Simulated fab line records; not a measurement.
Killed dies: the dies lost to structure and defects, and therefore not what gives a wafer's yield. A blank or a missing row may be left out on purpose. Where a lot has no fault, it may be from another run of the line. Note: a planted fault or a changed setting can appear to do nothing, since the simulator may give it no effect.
Matching of chambers | flow gf180mcu | pecvd-03 running GF_V4_CVD_02: 3 sister chambers
The step deposits SiO2 from TEOS, target thk 850 nm, time 94.851 s. 6 wafers are shown with their chamber, then 10 later ones without.

== EACH WAFER AND ITS CHAMBER ==
wafer  | chamber | heater_power_w (W)
L084.1 | 0       | 676
L085.1 | 2       | 494
L085.2 | 1       | 525
L085.5 | 2       | 546
L087.1 | 0       | 789
L087.4 | 1       | 411

== WAFERS MISSING THEIR CHAMBER ==
wafer  | heater_power_w (W)
L087.5 | 802
L090.1 | 604
L090.2 | 488
L090.3 | 799
L092.1 | 492
L092.3 | 558
L092.4 | 499
L096.3 | 786
L096.5 | 800
L096.6 | 499

== WHICH CHAMBER EACH ONE RAN IN ==
wafer  | from the rows above          | in truth
L087.5 | 0                            | 0
L090.1 | can't be placed: 2 or 0 or 1 | 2
L090.2 | can't be placed: 1 or 2      | 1
L090.3 | 0                            | 0
L092.1 | can't be placed: 1 or 2      | 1
L092.3 | can't be placed: 2 or 1 or 0 | 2
L092.4 | can't be placed: 2 or 1      | 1
L096.3 | 0                            | 0
L096.5 | 0                            | 0
L096.6 | can't be placed: 2 or 1      | 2
Correctly placed: 4 of 10. From these rows, 6 cannot be placed; in 6 the true chamber is one of the candidates. Placed wrongly: 0.
How it was worked out, from the rows above alone: a wafer's distance from a chamber is the root of the sum, over the readings, of the square of ((its reading less the chamber's mean) divided by the reading's scatter). If the next closest chamber is less than 2 further off than the closest, the wafer can't be placed; otherwise it belongs to the closest. A chamber's mean is the mean of its shown wafers. How the scatter is found: for the shown wafers, subtract from each reading the mean of its chamber, square and add these, divide the total by (wafers less chambers), then take the root.
